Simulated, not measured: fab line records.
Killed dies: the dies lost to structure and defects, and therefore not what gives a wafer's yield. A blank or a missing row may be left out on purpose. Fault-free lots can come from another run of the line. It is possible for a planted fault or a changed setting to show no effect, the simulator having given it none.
Which tool is to blame? -- flow sky130 -- route of 708 steps, sampled at 1 step: 6 lots, 18 wafers

== WHAT THE GAUGES SHOWED, per wafer ==
SKY_FIELD_ISO_CD_MEAS_13 targets a cd of 150 nm.
lot,measured,on,cd-nm (nm)
L525,day 2 09:39,cd-sem-01,150.0 150.6 150.7
L527,day 2 20:55,cd-sem-02,150.3 151.2 149.3
L529,day 3 06:27,cd-sem-02,147.2 147.6 147.8
L532,day 3 23:35,cd-sem-01,149.2 147.8 147.6
L540,day 5 16:04,cd-sem-01,149.0 148.8 149.1
L545,day 6 18:46,cd-sem-01,149.4 149.1 148.7

== EACH LOT AND THE TOOL THAT RAN IT (in order: tool; ch and the chambers of the sampled wafers; start) ==
Record: no process step prior to these readings.

== THE ANSWER, worked out from the rows above alone ==
Rule: the usual values come from the lots themselves. The widest of any qualifying gaps counts: lots, ordered by their means at a reading, are off when they make up no more than a third of the lots, leave a main group of 4 or more, and stand apart from it by 3 or more times the standard deviation of that group's means. A main group is skipped when, at the precision printed for the reading in the tables above, its means are all equal. Also off: a lot with no number at a reading for which 4 or more lots have one. Where the step has rows for the other lots, those lots are counted as sound.
Nothing can be told from this: no lot is off at any reading shown.

== WHAT THE SIMULATOR HAD INSERTED ==
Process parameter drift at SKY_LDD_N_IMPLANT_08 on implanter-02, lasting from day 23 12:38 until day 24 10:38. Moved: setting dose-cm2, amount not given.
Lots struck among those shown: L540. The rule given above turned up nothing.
